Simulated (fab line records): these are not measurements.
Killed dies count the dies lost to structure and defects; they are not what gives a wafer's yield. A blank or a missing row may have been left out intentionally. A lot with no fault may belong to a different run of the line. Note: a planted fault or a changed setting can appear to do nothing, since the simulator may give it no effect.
fab line records + flow gf180mcu
[record]
- lots = 7
- wafers = 21
- last-day = 34
route steps=602 shown HV_LDD@229 NSD@235 PSD@248
lots that met no fault: from a run of the same line without faults
start-h: hours from the record's first day to the start of the lot's first wafer shown + wait-h: hours from the lot's prior step to this one + " as in the row above + L1.1+2: a row that stands for several wafers + - no value present, or no start provided + * or withheld: withheld + < > ~ a bound
route shown NAME@n: names a module that has steps shown in the file, with the first one's number in the route + usual: mean/standard deviation of fault-free wafers + same: alike in all rows + chamber/n: place in a boat + sites: readings site by site + _std_site: the standard deviation of these + _edge_site: the outer-site mean with the inner-site mean subtracted + radius-mm: for every site, how far away it sits from the centre of the wafer + mask NAME#n: copy n + behind: the most recent tool/chamber to have shaped the wafer + hold: the reason the lot was held/the length of the hold in hours/how it ended + device: the transistor (n, p or np) that didn't switch + end of line: the same wafers' tests at the end of the route + a step given without rows: its recipe and nothing more + killed: dies that structure and defects cost at the first sort, which is not the same as the wafer's yield + map: per-die view of a wafer (x killed, . not killed, _ where there is no die)
set.NAME: the setting the step ran with; set.NAME@STEP: the setting that earlier step ran with + model.NAME: the simulator's own value behind a step, which no gauge read
certain route steps with their lots: each step a table, each wafer a row
services: when a tool's chamber went out of use (start-h, in hours from the record's first day, below 0 if earlier), for how many hours, and the reason
[[steps]]
[step GF_HV_LDD_RS_MEAS_53]
[recipe]
- thk-meas-gauge = four-point-probe
[usual]
- HV_LDD_RS = 418.0/0.97
| lot.wafer | tool          | chamber | start-h | wait-h | HV_LDD_RS[ohm/sq] |
|-----------|---------------|---------|---------|--------|-------------------|
| L793.2    | film-metro-01 | -       | 340.33  | 0.1    | 418.1             |
| L793.4    | "             | -       | "       | "      | 417.9             |
| L793.5    | "             | -       | "       | "      | 418.1             |
| L794.2    | film-metro-01 | -       | 353.51  | 0.1    | 416.8             |
| L794.3    | "             | -       | "       | "      | 416.9             |
| L794.6    | "             | -       | "       | "      | 417.0             |
| L797.2    | film-metro-04 | -       | 374.12  | 0.1    | 418.3             |
| L797.3    | "             | -       | "       | "      | 419.0             |
| L797.6    | "             | -       | "       | "      | 418.0             |
| L799.1    | film-metro-04 | -       | 383.96  | 0.1    | 419.5             |
| L799.2    | "             | -       | "       | "      | 418.9             |
| L799.5    | "             | -       | "       | "      | 418.7             |
| L800.3    | film-metro-04 | -       | 397.85  | 0.1    | 419.7             |
| L800.4    | "             | -       | "       | "      | 420.0             |
| L800.5    | "             | -       | "       | "      | 419.9             |
| L806.4    | film-metro-02 | -       | 443.77  | 0.1    | 419.0             |
| L806.5    | "             | -       | "       | "      | 417.2             |
| L806.6    | "             | -       | "       | "      | 417.5             |
| L808.2    | film-metro-01 | -       | 461.00  | 0.1    | 417.5             |
| L808.3    | "             | -       | "       | "      | 419.2             |
| L808.5    | "             | -       | "       | "      | 418.1             |
[step GF_HV_LDD_CVD_54]
[recipe]
- material = SiO2
- target-thk-nm = 10
- precursor = TEOS
- temp-c = 680
- time-s = 75
- pressure-mtorr = 400
[step GF_HV_LDD_THK_MEAS_55]
[recipe]
- reads = SiO2_of_HV_LDD_CVD_54
[usual]
- HV_LDD_CVD_54_THK = 9.92/0.12
| lot.wafer | tool          | chamber | start-h | wait-h | HV_LDD_CVD_54_THK[nm] |
|-----------|---------------|---------|---------|--------|-----------------------|
| L793.2    | film-metro-01 | -       | 341.46  | 0.0    | 10.04                 |
| L793.4    | "             | -       | "       | "      | 10.14                 |
| L793.5    | "             | -       | "       | "      | 9.99                  |
| L794.2    | film-metro-02 | -       | 355.16  | 0.0    | 10.12                 |
| L794.3    | "             | -       | "       | "      | 9.94                  |
| L794.6    | "             | -       | "       | "      | 9.94                  |
| L797.2    | film-metro-01 | -       | 377.09  | 0.0    | 9.72                  |
| L797.3    | "             | -       | "       | "      | 9.76                  |
| L797.6    | "             | -       | "       | "      | 9.81                  |
| L799.1    | film-metro-02 | -       | 385.10  | 0.0    | 9.91                  |
| L799.2    | "             | -       | "       | "      | 9.91                  |
| L799.5    | "             | -       | "       | "      | 9.87                  |
| L800.3    | film-metro-02 | -       | 398.97  | 0.0    | 9.81                  |
| L800.4    | "             | -       | "       | "      | 9.98                  |
| L800.5    | "             | -       | "       | "      | 9.87                  |
| L806.4    | film-metro-04 | -       | 444.88  | 0.0    | 9.65                  |
| L806.5    | "             | -       | "       | "      | 9.72                  |
| L806.6    | "             | -       | "       | "      | 9.70                  |
| L808.2    | film-metro-01 | -       | 462.13  | 0.0    | 9.72                  |
| L808.3    | "             | -       | "       | "      | 9.84                  |
| L808.5    | "             | -       | "       | "      | 9.88                  |
[step GF_HV_LDD_CVD_56]
[recipe]
- material = Si3N4
- precursor = DCS/NH3
- target-thk-nm = 90
- temp-c = 770
- time-s = 1543
- pressure-mtorr = 250
[step GF_HV_LDD_THK_MEAS_57]
[recipe]
- reads = Si3N4_of_HV_LDD_CVD_56
[usual]
- HV_LDD_CVD_56_THK = 89.8/0.74
| lot.wafer | tool          | chamber | start-h | wait-h | HV_LDD_CVD_56_THK[nm] |
|-----------|---------------|---------|---------|--------|-----------------------|
| L793.2    | film-metro-02 | -       | 342.95  | 0.0    | 89.7                  |
| L793.4    | "             | -       | "       | "      | 89.8                  |
| L793.5    | "             | -       | "       | "      | 90.2                  |
| L794.2    | film-metro-02 | -       | 356.64  | 0.0    | 89.4                  |
| L794.3    | "             | -       | "       | "      | 89.9                  |
| L794.6    | "             | -       | "       | "      | 89.9                  |
| L797.2    | film-metro-02 | -       | 378.58  | 0.0    | 88.9                  |
| L797.3    | "             | -       | "       | "      | 89.3                  |
| L797.6    | "             | -       | "       | "      | 89.2                  |
| L799.1    | film-metro-02 | -       | 386.59  | 0.0    | 91.1                  |
| L799.2    | "             | -       | "       | "      | 90.6                  |
| L799.5    | "             | -       | "       | "      | 90.7                  |
| L800.3    | film-metro-01 | -       | 400.46  | 0.0    | 89.3                  |
| L800.4    | "             | -       | "       | "      | 89.7                  |
| L800.5    | "             | -       | "       | "      | 89.6                  |
| L806.4    | film-metro-01 | -       | 446.37  | 0.0    | 89.3                  |
| L806.5    | "             | -       | "       | "      | 90.1                  |
| L806.6    | "             | -       | "       | "      | 89.0                  |
| L808.2    | film-metro-02 | -       | 463.62  | 0.0    | 89.8                  |
| L808.3    | "             | -       | "       | "      | 89.4                  |
| L808.5    | "             | -       | "       | "      | 88.7                  |
[step GF_HV_LDD_ETCHBACK_58]
[recipe]
- chemistry = CH3F/O2
- target = Si3N4
- stop-on = SiO2
- source-w = 400
- bias-w = 80
- pressure-mtorr = 25
- ch3f-flow-sccm = 40
- O2_flow_sccm = 30
- time-s = 100
- target-depth-a = 900
[usual]
- chamber-pressure-mTorr = 24.998/0.023
- drypump-motor-current-A = 5.8/0.45
- oes-product-au = 0.842/0.006
- throttle-valve-pct = 10.560/0.0087
| lot.wafer | tool        | chamber | start-h | wait-h | chamber-pressure-mTorr | drypump-motor-current-A | oes-product-au | rf-hours-counter-h | throttle-valve-pct |
|-----------|-------------|---------|---------|--------|------------------------|-------------------------|----------------|--------------------|--------------------|
| L793.2    | rie-diel-04 | 0       | 343.00  | 0.0    | 25.013                 | 6.8                     | 0.846          | 102                | 10.558             |
| L793.4    | "           | 3       | "       | "      | 25.006                 | 5.2                     | 0.840          | 2                  | 10.573             |
| L793.5    | "           | 0       | "       | "      | 24.987                 | 6.8                     | 0.839          | -                  | 10.553             |
| L794.2    | rie-diel-02 | 0       | 356.69  | 0.0    | 25.004                 | 5.5                     | 0.837          | 2                  | 10.580             |
| L794.3    | "           | 1       | "       | "      | 25.029                 | 5.9                     | 0.845          | 28                 | 10.550             |
| L794.6    | "           | 3       | "       | "      | 24.982                 | 5.2                     | 0.845          | -                  | 10.572             |
| L797.2    | rie-diel-02 | 1       | 378.63  | 0.0    | 24.994                 | 6.0                     | 0.843          | 28                 | 10.547             |
| L797.3    | "           | 0       | "       | "      | 25.016                 | 5.5                     | 0.838          | 2                  | 10.560             |
| L797.6    | "           | 0       | "       | "      | 24.975                 | 5.5                     | 0.842          | -                  | 10.562             |
| L799.1    | rie-diel-04 | 2       | 386.65  | 0.1    | 24.990                 | 5.8                     | 0.849          | 13                 | 10.557             |
| L799.2    | "           | 3       | "       | "      | 25.015                 | 5.2                     | 0.846          | 4                  | 10.566             |
| L799.5    | "           | 2       | "       | "      | 24.984                 | 5.9                     | 0.850          | -                  | 10.551             |
| L800.3    | rie-diel-04 | 0       | 400.50  | 0.0    | 25.012                 | 6.7                     | 0.842          | 103                | 10.555             |
| L800.4    | "           | 3       | "       | "      | 24.982                 | 5.2                     | 0.843          | 4                  | 10.555             |
| L800.5    | "           | 0       | "       | "      | 24.970                 | 6.8                     | 0.838          | -                  | 10.557             |
| L806.4    | rie-diel-02 | 2       | 446.40  | 0.0    | 25.020                 | 6.3                     | 0.834          | 9                  | 10.565             |
| L806.5    | "           | 0       | "       | "      | 24.984                 | 5.5                     | 0.835          | -                  | 10.550             |
| L806.6    | "           | 1       | "       | "      | 25.014                 | 5.9                     | 0.842          | -                  | 10.565             |
| L808.2    | rie-diel-04 | 3       | 463.67  | 0.0    | 25.010                 | 5.2                     | 0.835          | 6                  | 10.557             |
| L808.3    | "           | 0       | "       | "      | 24.988                 | 6.8                     | 0.842          | 0                  | 10.554             |
| L808.5    | "           | 1       | "       | "      | 25.016                 | 5.7                     | 0.839          | -                  | 10.570             |
[step GF_NSD_DEHYDRATE_00]
[recipe]
- temp-c = 200
- time-s = 60
[step GF_NSD_HMDS_01]
[recipe]
- prime-time-s = 60
- prime-temp-c = 120
[step GF_NSD_COAT_02]
[recipe]
- resist = NOVOLAK
- spin-rpm = 3000
- resist-thk-nm = 1000
[step GF_NSD_SOFTBAKE_03]
[recipe]
- temp-c = 90
- time-s = 60
- resist = NOVOLAK
[step GF_NSD_EXPOSE_04]
[recipe]
- mask-id = Nplus
- target-cd-nm = 400
- na = 0.6
- source-shape = conventional
- sigma-outer = 0.6
- dose-mj = 140
[step GF_NSD_PEB_05]
[recipe]
- temp-c = withheld
- time-s = *
- resist = NOVOLAK
[step GF_NSD_DEVELOP_06]
[recipe]
- develop-time-s = 60
- dev-temp-c = 23
| lot.wafer  | tool           | chamber | start-h | wait-h |
|------------|----------------|---------|---------|--------|
| L793.2+4+5 | litho-track-03 | 0       | 364.15  | 0.1    |
| L794.2+3+6 | litho-track-01 | 0       | 378.87  | 0.1    |
| L797.2+3+6 | litho-track-03 | 0       | 401.40  | 0.1    |
| L799.1+2+5 | litho-track-03 | 0       | 409.48  | 0.1    |
| L800.3+4+5 | litho-track-03 | 0       | 424.18  | 0.1    |
| L806.4+5+6 | litho-track-02 | 0       | 470.33  | 0.1    |
| L808.2+3+5 | litho-track-01 | 0       | 487.62  | 0.1    |
[step GF_NSD_CD_MEAS_07]
[recipe]
- target-cd-nm = 400
[usual]
- cd-nm = 399.6/2.1
| lot.wafer | tool      | chamber | start-h | wait-h | cd-nm |
|-----------|-----------|---------|---------|--------|-------|
| L793.2    | cd-sem-02 | -       | 364.30  | 0.1    | 397.9 |
| L793.4    | "         | -       | "       | "      | 399.9 |
| L793.5    | "         | -       | "       | "      | 398.8 |
| L794.2    | cd-sem-02 | -       | 379.01  | 0.1    | 401.9 |
| L794.3    | "         | -       | "       | "      | 402.3 |
| L794.6    | "         | -       | "       | "      | 401.2 |
| L797.2    | cd-sem-02 | -       | 401.55  | 0.1    | -     |
| L797.3    | "         | -       | "       | "      | -     |
| L797.6    | "         | -       | "       | "      | -     |
| L799.1    | cd-sem-02 | -       | 409.63  | 0.1    | -     |
| L799.2    | "         | -       | "       | "      | -     |
| L799.5    | "         | -       | "       | "      | -     |
| L800.3    | cd-sem-02 | -       | 424.32  | 0.1    | -     |
| L800.4    | "         | -       | "       | "      | -     |
| L800.5    | "         | -       | "       | "      | -     |
| L806.4    | cd-sem-02 | -       | 470.47  | 0.1    | 400.8 |
| L806.5    | "         | -       | "       | "      | 397.9 |
| L806.6    | "         | -       | "       | "      | 401.2 |
| L808.2    | cd-sem-02 | -       | 487.76  | 0.1    | 397.2 |
| L808.3    | "         | -       | "       | "      | 397.0 |
| L808.5    | "         | -       | "       | "      | 397.5 |
[step GF_NSD_OVL_MEAS_08]
[usual]
- NSD_OVL = -0.6/1.3
| lot.wafer | tool       | chamber | start-h | wait-h | NSD_OVL[nm] |
|-----------|------------|---------|---------|--------|-------------|
| L793.2    | overlay-02 | -       | 364.40  | 0.1    | -1.3        |
| L793.4    | "          | -       | "       | "      | -0.9        |
| L793.5    | "          | -       | "       | "      | -0.9        |
| L794.2    | overlay-01 | -       | 379.12  | 0.1    | -1.0        |
| L794.3    | "          | -       | "       | "      | 0.1         |
| L794.6    | "          | -       | "       | "      | 0.3         |
| L797.2    | overlay-02 | -       | 401.65  | 0.1    | -           |
| L797.3    | "          | -       | "       | "      | -           |
| L797.6    | "          | -       | "       | "      | -           |
| L799.1    | overlay-01 | -       | 409.75  | 0.1    | -           |
| L799.2    | "          | -       | "       | "      | -           |
| L799.5    | "          | -       | "       | "      | -           |
| L800.3    | overlay-01 | -       | 424.41  | 0.1    | -           |
| L800.4    | "          | -       | "       | "      | -           |
| L800.5    | "          | -       | "       | "      | -           |
| L806.4    | overlay-01 | -       | 470.55  | 0.1    | 0.4         |
| L806.5    | "          | -       | "       | "      | -1.7        |
| L806.6    | "          | -       | "       | "      | -1.5        |
| L808.2    | overlay-01 | -       | 487.87  | 0.1    | 0.8         |
| L808.3    | "          | -       | "       | "      | -1.1        |
| L808.5    | "          | -       | "       | "      | 1.1         |
[step GF_NSD_IMPLANT_09]
[recipe]
- species = As
- energy-kev = 60
- dose-cm2 = 4e+15
- tilt-deg = 7
[step GF_NSD_IMPLANT_10]
[recipe]
- species = P
- energy-kev = 40
- dose-cm2 = 5e+14
- tilt-deg = 7
[step GF_NSD_STRIP_11]
[recipe]
- chemistry = O2/N2
- power-w = 1400
- pressure-mtorr = 1500
- platen-temp-c = 250
- o2-flow-sccm = 3000
- n2-flow-sccm = 300
- overash-fraction = 0.5
[usual]
- chamber-pressure-mTorr = 1499.9/1.1
- drypump-motor-current-A = 5.5/0.39
- heater-power-w = 326/38
- oes-product-au = 0.487/0.0038
- strip-time-to-endpoint-s = 22.97/0.035
| lot.wafer | tool            | chamber | start-h | wait-h | chamber-pressure-mTorr | drypump-motor-current-A | heater-power-w | oes-product-au | rf-hours-counter-h | strip-time-to-endpoint-s |
|-----------|-----------------|---------|---------|--------|------------------------|-------------------------|----------------|----------------|--------------------|--------------------------|
| L793.2    | plasma-asher-02 | 1       | 364.73  | 0.1    | 1500.9                 | 5.2                     | 357            | 0.485          | 59                 | 22.97                    |
| L793.4    | "               | 0       | "       | "      | 1499.9                 | 5.5                     | 369            | 0.495          | -                  | 22.96                    |
| L793.5    | "               | 1       | "       | "      | 1500.1                 | 5.2                     | 361            | 0.485          | -                  | 22.97                    |
| L794.2    | plasma-asher-02 | 1       | 379.45  | 0.1    | 1500.8                 | 5.2                     | 362            | 0.483          | 61                 | 22.95                    |
| L794.3    | "               | 1       | "       | "      | 1499.7                 | 5.2                     | 354            | 0.486          | -                  | 22.90                    |
| L794.6    | "               | 1       | "       | "      | 1499.0                 | 5.2                     | 358            | 0.485          | -                  | 22.92                    |
| L797.2    | plasma-asher-01 | 0       | 401.98  | 0.1    | 1497.5                 | 5.0                     | 270            | 0.485          | 77                 | 22.92                    |
| L797.3    | "               | 1       | "       | "      | 1500.5                 | 6.1                     | 309            | 0.481          | -                  | 22.99                    |
| L797.6    | "               | 0       | "       | "      | 1499.3                 | 5.0                     | 275            | 0.487          | -                  | 22.95                    |
| L799.1    | plasma-asher-03 | 1       | 410.08  | 0.1    | 1500.4                 | 5.7                     | 307            | 0.484          | 29                 | 22.98                    |
| L799.2    | "               | 0       | "       | "      | 1498.6                 | 5.4                     | 362            | 0.487          | 29                 | 22.96                    |
| L799.5    | "               | 1       | "       | "      | 1499.2                 | 5.7                     | 299            | 0.481          | -                  | 22.98                    |
| L800.3    | plasma-asher-01 | 1       | 424.77  | 0.1    | 1500.4                 | 6.1                     | 306            | 0.493          | -                  | 23.03                    |
| L800.4    | "               | 0       | "       | "      | 1499.4                 | 5.0                     | 269            | 0.479          | -                  | 23.00                    |
| L800.5    | "               | 0       | "       | "      | 1502.0                 | 4.9                     | 277            | 0.486          | -                  | 23.02                    |
| L806.4    | plasma-asher-02 | 0       | 470.90  | 0.1    | 1498.0                 | 5.6                     | 366            | 0.487          | -                  | 23.02                    |
| L806.5    | "               | 1       | "       | "      | 1498.9                 | 5.2                     | 363            | 0.495          | -                  | 22.98                    |
| L806.6    | "               | 0       | "       | "      | 1499.1                 | 5.6                     | 369            | 0.485          | -                  | 22.95                    |
| L808.2    | plasma-asher-01 | 1       | 488.20  | 0.1    | 1499.0                 | 6.0                     | 316            | 0.484          | 86                 | 22.96                    |
| L808.3    | "               | 1       | "       | "      | 1498.6                 | 6.0                     | 306            | 0.494          | -                  | 22.95                    |
| L808.5    | "               | 1       | "       | "      | 1501.3                 | 6.1                     | 299            | 0.480          | -                  | 22.90                    |
[step GF_NSD_TW_MEAS_12]
[usual]
- NSD_TW = 4234/42
| lot.wafer | tool          | chamber | start-h | wait-h | NSD_TW |
|-----------|---------------|---------|---------|--------|--------|
| L793.2    | film-metro-03 | -       | 364.84  | 0.1    | 4284   |
| L793.4    | "             | -       | "       | "      | 4269   |
| L793.5    | "             | -       | "       | "      | 4265   |
| L794.2    | film-metro-03 | -       | 379.56  | 0.1    | 4248   |
| L794.3    | "             | -       | "       | "      | 4269   |
| L794.6    | "             | -       | "       | "      | 4250   |
| L797.2    | film-metro-03 | -       | 402.09  | 0.1    | 30     |
| L797.3    | "             | -       | "       | "      | 30     |
| L797.6    | "             | -       | "       | "      | 30     |
| L799.1    | film-metro-02 | -       | 410.18  | 0.1    | 30     |
| L799.2    | "             | -       | "       | "      | 30     |
| L799.5    | "             | -       | "       | "      | 30     |
| L800.3    | film-metro-04 | -       | 424.85  | 0.1    | 29     |
| L800.4    | "             | -       | "       | "      | 29     |
| L800.5    | "             | -       | "       | "      | 29     |
| L806.4    | film-metro-03 | -       | 471.00  | 0.1    | 4256   |
| L806.5    | "             | -       | "       | "      | 4274   |
| L806.6    | "             | -       | "       | "      | 4259   |
| L808.2    | film-metro-02 | -       | 488.31  | 0.1    | 4263   |
| L808.3    | "             | -       | "       | "      | 4248   |
| L808.5    | "             | -       | "       | "      | 4225   |
[step GF_PSD_DEHYDRATE_00]
[recipe]
- temp-c = 200
- time-s = 60
[[services]]
| tool            | chamber | start-h | hours | kind                      |
|-----------------|---------|---------|-------|---------------------------|
| rie-diel-02     | -       | 319.50  | 0.2   | repair                    |
| rie-diel-02     | 2       | 320.36  | 5.9   | repair                    |
| plasma-asher-01 | -       | 328.43  | 2.8   | pm                        |
| plasma-asher-02 | -       | 411.97  | 14.6  | pm                        |
| rie-diel-04     | 0       | 437.92  | -     | clean                     |
| rie-diel-04     | 0       | 437.92  | 18.9  | scheduled-down            |
| rie-diel-04     | 0       | 437.92  | 18.9  | vent-cycle                |
| litho-track-02  | -       | 450.51  | -     | consumable-replace:filter |
| plasma-asher-02 | -       | 455.97  | 2.8   | pm                        |
| rie-diel-04     | 3       | 456.28  | 7.3   | repair                    |
[[key]]
[first-sign]
- step = GF_NSD_CD_MEAS_07
- reading = cd-nm
- direction = missing
[effect]
- step = GF_NSD_OVL_MEAS_08
- reading = NSD_OVL
- direction = missing
[effect]
- step = GF_NSD_TW_MEAS_12
- reading = NSD_TW
- direction = down
- sigmas = 99+
- usual = 4234
- struck = 30
met-at GF_NSD_DEVELOP_06
struck-wafers L797.2,L797.3,L797.6,L799.1,L799.2,L799.5,L800.3,L800.4,L800.5
sort-left-out L797.2,L797.3,L797.6,L799.1,L799.2,L799.5,L800.3,L800.4,L800.5
tester-left-out L797,L799,L800
onset-between 364.15 401.40
[fault]
- kind = process-parameter-drift
- tool = litho-track-03
- chamber = -
- onset-h = 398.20
- steps = GF_NSD_DEVELOP_06
- channel = develop-time-s
- offset = *
- shape = step
- end-h = 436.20
- acts-in = *
- stated = *
// tester-left-out: of these lots the tester's yield and bins aren't shown, on N5 and GAA mostly nor the transistor test; their killed dies are dies lost to structure and defects alone, not to doping, threshold or leakage, so they don't give the yield
// sort-left-out: the simulated sort isn't trusted on such a fault, so these wafers' sort isn't shown, and their yield isn't known
